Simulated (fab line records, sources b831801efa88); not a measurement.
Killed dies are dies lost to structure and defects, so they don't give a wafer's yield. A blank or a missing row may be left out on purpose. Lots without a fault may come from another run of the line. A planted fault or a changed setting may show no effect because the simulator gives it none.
Problem report in the 8D (eight disciplines) form, filled by code | flow gf180mcu | the parts of the form that need people (team, actions taken, sign-off) are left out

1. THE PROBLEM
cathode_dc_power_W at GF_MIM_SPUTTER_01 reads a mean of 6210.9 W on 6 wafers of 2 lots; wafers without a fault read 6500.1 W with a standard deviation of 1.1. That is -99 or more standard deviations from the usual mean.
The step: material TiN, target thk 30 nm, time 25 s.
First seen on wafer L936.1, day 27 19:20, on pvd_sputter-04. The record holds 18 wafers of 6 lots with a number at this step. Rule for "out", or "out of limits": more than 4 standard deviations from the usual mean. The other wafers with a number count as sound.

2. WHAT IT IS AND WHAT IT IS NOT
question                    | is                     | is not
which readings at this step | cathode_dc_power_W     | throttle_valve_pct
which lots                  | L936, L938             | L926, L929, L945, L947
which wafers of those lots  | all that have a number | -
read on which tools         | pvd_sputter-04         | pvd_sputter-03
when                        | from day 27 19:20      | up to then (6 sound wafers); but 6 sound wafers of L945, L947 came after

3. SUSPECTS, AND WHAT RULES EACH OUT
Counting: a tool at a process step up to the reading stays a suspect if it ran every lot that is out and no sound lot after the first of them.
- pvd_sputter-02 at GF_V4_SPUTTER_21 (material Ti, target thk 15 nm, time 80.02 s): ruled out as a lasting fault. Sound lots L945 ran on it after its first lot that is out, L936 (day 27 18:33).
- cvd_w-01 at GF_V4_CVD_23 (deposits W, target thk 350 nm, time 104.9 s): ruled out as a lasting fault. Sound lots L945 ran on it after its first lot that is out, L936 (day 27 18:39).
- pvd_sputter-04 at GF_MIM_SPUTTER_00 (material Ti, target thk 37.5 nm, time 150 s): kept. It ran every lot that is out, first L936 (day 27 19:14), and no sound lot after that; its last sound lot up to then is L926 (day 24 10:18).
- pvd_sputter-04 at GF_MIM_SPUTTER_01 (material TiN, target thk 30 nm, time 25 s): kept. It ran every lot that is out, first L936 (day 27 19:20), and no sound lot after that; its last sound lot up to then is L926 (day 24 10:24). Its own readings are out on those wafers: cathode_dc_power_W.
Left after counting: pvd_sputter-04 at GF_MIM_SPUTTER_00, pvd_sputter-04 at GF_MIM_SPUTTER_01.

4. THE CAUSE (what the simulator had put in)
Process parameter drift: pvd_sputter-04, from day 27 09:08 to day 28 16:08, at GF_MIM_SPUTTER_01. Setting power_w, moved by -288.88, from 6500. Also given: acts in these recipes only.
Counting left 2 suspects, and this tool is among them.

5. THE CHAIN OF EFFECTS, in route order
Each row: a reading whose mean over the struck wafers that have a number lies more than 3 standard deviations from the usual. Only readings for which the record gives a usual standard deviation are gone through. hours: the time from each lot's start at the first step in this table that gives one to its start at this step, as a median over the lots. sigmas: the change in usual standard deviations.
hours | step              | reading            | usual    | on struck wafers | change | sigmas
0     | GF_MIM_SPUTTER_01 | cathode_dc_power_W | 6500.1 W | 6210.9           | -289.2 | -99 or more
The process steps in it:
- GF_MIM_SPUTTER_01: material TiN, target thk 30 nm, time 25 s.

6. WHAT WOULD HAVE CAUGHT IT SOONER
In this record the first reading out of limits was taken at day 27 19:20, 10 hours after the fault began at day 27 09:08.
